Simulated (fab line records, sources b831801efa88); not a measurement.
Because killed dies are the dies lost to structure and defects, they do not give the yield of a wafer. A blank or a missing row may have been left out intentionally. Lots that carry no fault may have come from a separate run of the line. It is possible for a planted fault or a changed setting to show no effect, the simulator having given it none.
Split-lot study / flow sfq_line / on a route of 325 steps: 5 lots, 23 wafers read

THE SPLIT ITSELF
At SFQ_TRILAYER_I0_VIA_LITHO_PEB_034 (peb time 60 s), the setting peb_temp_c was moved away from the recipe's 115 C on 10 of the 23 wafers read, by -2.4% to +3.2%. This setting was run at the recipe's value on the other wafers.

FROM SPLIT TO READING: 1 step shown by the file between the two
- SFQ_TRILAYER_I0_VIA_LITHO_DEVELOP_033: time 60 s

THE READING
I0.cd_nm (the simulator's own value, which no gauge read), in nm, at SFQ_TRILAYER_I0_VIA_BARC_OPEN_VIA_ETCH_046 (etches BARC in O2, target depth 125 nm, time 43.31 s). The file does not state a usual value for it. Across the 13 wafers here that went through the recipe, the average is 500.6 nm and the standard deviation 1.5 nm.

wafer=L074.1; tool, chamber at the split=litho_track-01, 0; peb_temp_c as run, C=115; against the recipe=recipe; I0.cd_nm, nm=497.9; against lot-mates on the recipe=-
wafer=L074.2; tool, chamber at the split=litho_track-01, 0; peb_temp_c as run, C=115; against the recipe=recipe; I0.cd_nm, nm=498.6; against lot-mates on the recipe=-
wafer=L074.4; tool, chamber at the split=litho_track-01, 0; peb_temp_c as run, C=118.7; against the recipe=+3.2%; I0.cd_nm, nm=556.5; against lot-mates on the recipe=+57.9
wafer=L074.5; tool, chamber at the split=litho_track-01, 0; peb_temp_c as run, C=118.7; against the recipe=+3.2%; I0.cd_nm, nm=557.3; against lot-mates on the recipe=+58.7
wafer=L074.6; tool, chamber at the split=litho_track-01, 0; peb_temp_c as run, C=115; against the recipe=recipe; I0.cd_nm, nm=499.2; against lot-mates on the recipe=-
wafer=L075.1; tool, chamber at the split=litho_track-04, 0; peb_temp_c as run, C=115; against the recipe=recipe; I0.cd_nm, nm=500.9; against lot-mates on the recipe=-
wafer=L075.3; tool, chamber at the split=litho_track-04, 0; peb_temp_c as run, C=115; against the recipe=recipe; I0.cd_nm, nm=501.6; against lot-mates on the recipe=-
wafer=L075.5; tool, chamber at the split=litho_track-04, 0; peb_temp_c as run, C=115; against the recipe=recipe; I0.cd_nm, nm=501.9; against lot-mates on the recipe=-
wafer=L077.2; tool, chamber at the split=litho_track-03, 0; peb_temp_c as run, C=113.8; against the recipe=-1.0%; I0.cd_nm, nm=479.9; against lot-mates on the recipe=-21.5
wafer=L077.3; tool, chamber at the split=litho_track-03, 0; peb_temp_c as run, C=115; against the recipe=recipe; I0.cd_nm, nm=503.3; against lot-mates on the recipe=-
wafer=L077.4; tool, chamber at the split=litho_track-03, 0; peb_temp_c as run, C=113.8; against the recipe=-1.0%; I0.cd_nm, nm=477.8; against lot-mates on the recipe=-23.6
wafer=L077.5; tool, chamber at the split=litho_track-03, 0; peb_temp_c as run, C=113.8; against the recipe=-1.0%; I0.cd_nm, nm=479.7; against lot-mates on the recipe=-21.7
wafer=L077.6; tool, chamber at the split=litho_track-03, 0; peb_temp_c as run, C=115; against the recipe=recipe; I0.cd_nm, nm=499.4; against lot-mates on the recipe=-
wafer=L078.2; tool, chamber at the split=litho_track-04, 0; peb_temp_c as run, C=115; against the recipe=recipe; I0.cd_nm, nm=501.2; against lot-mates on the recipe=-
wafer=L078.3; tool, chamber at the split=litho_track-04, 0; peb_temp_c as run, C=117.4; against the recipe=+2.1%; I0.cd_nm, nm=541.7; against lot-mates on the recipe=+40.3
wafer=L078.4; tool, chamber at the split=litho_track-04, 0; peb_temp_c as run, C=115; against the recipe=recipe; I0.cd_nm, nm=501.7; against lot-mates on the recipe=-
wafer=L078.5; tool, chamber at the split=litho_track-04, 0; peb_temp_c as run, C=117.4; against the recipe=+2.1%; I0.cd_nm, nm=540.8; against lot-mates on the recipe=+39.3
wafer=L078.6; tool, chamber at the split=litho_track-04, 0; peb_temp_c as run, C=117.4; against the recipe=+2.1%; I0.cd_nm, nm=539.6; against lot-mates on the recipe=+38.2
wafer=L082.1; tool, chamber at the split=litho_track-01, 0; peb_temp_c as run, C=112.2; against the recipe=-2.4%; I0.cd_nm, nm=443; against lot-mates on the recipe=-57.6
wafer=L082.2; tool, chamber at the split=litho_track-01, 0; peb_temp_c as run, C=115; against the recipe=recipe; I0.cd_nm, nm=501.5; against lot-mates on the recipe=-
wafer=L082.3; tool, chamber at the split=litho_track-01, 0; peb_temp_c as run, C=115; against the recipe=recipe; I0.cd_nm, nm=499.9; against lot-mates on the recipe=-
wafer=L082.4; tool, chamber at the split=litho_track-01, 0; peb_temp_c as run, C=115; against the recipe=recipe; I0.cd_nm, nm=500.4; against lot-mates on the recipe=-
wafer=L082.6; tool, chamber at the split=litho_track-01, 0; peb_temp_c as run, C=112.2; against the recipe=-2.4%; I0.cd_nm, nm=444.2; against lot-mates on the recipe=-56.4

THE FIT
A straight line over all 23 wafers: I0.cd_nm changes by +19.8 nm for each +1% of peb_temp_c; r = +0.99; the points scatter about the line by 3.4 nm.
The same after taking each lot's own level away (the mean of its wafers on the recipe; 23 wafers): +20 nm for each +1%; r = +1.00; scatter 2.9 nm.
That fit puts the effect of the largest move of peb_temp_c on the reading at 64 nm.
From 498.57 to 501.47 nm: that is the span of the lots' own levels, equal to 2.0 times the standard deviation above.
The two slopes agree, so the slope changes little with the lot-to-lot level.
Check: with one of the wafers moved furthest among these (+3.2%) left out of the fit, the line predicts +63.9 nm for it against its lot-mates. Against them it came out at +57.9 nm.

THESE WAFERS: OTHER SPLITS
Before the reading, these wafers also passed through other splits. Each is held against what the fit with the lots' levels taken away leaves over:
other split on the same wafers=SFQ_TRILAYER_INCOMING_OXIDATION_002 ox_time_s; wafers away from the commonest value=15; r with I0.cd_nm (lot level and that fit taken away)=+0.25
other split on the same wafers=SFQ_TRILAYER_L0_LITHO_COAT_010 spin_rpm; wafers away from the commonest value=11; r with I0.cd_nm (lot level and that fit taken away)=-0.03
other split on the same wafers=SFQ_TRILAYER_L0_VIA_LITHO_EXPOSE_014 dose_mj; wafers away from the commonest value=8; r with I0.cd_nm (lot level and that fit taken away)=-0.32
other split on the same wafers=SFQ_TRILAYER_M0_LITHO_COAT_026 resist_thk_nm; wafers away from the commonest value=5; r with I0.cd_nm (lot level and that fit taken away)=+0.08
other split on the same wafers=SFQ_TRILAYER_I0_CMP_CMP_028 leave_above_ref_nm; wafers away from the commonest value=12; r with I0.cd_nm (lot level and that fit taken away)=+0.08

THE FILE'S OWN FIT
I0.cd_nm changes by +19.9 nm for each +1% of peb_temp_c, r = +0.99.
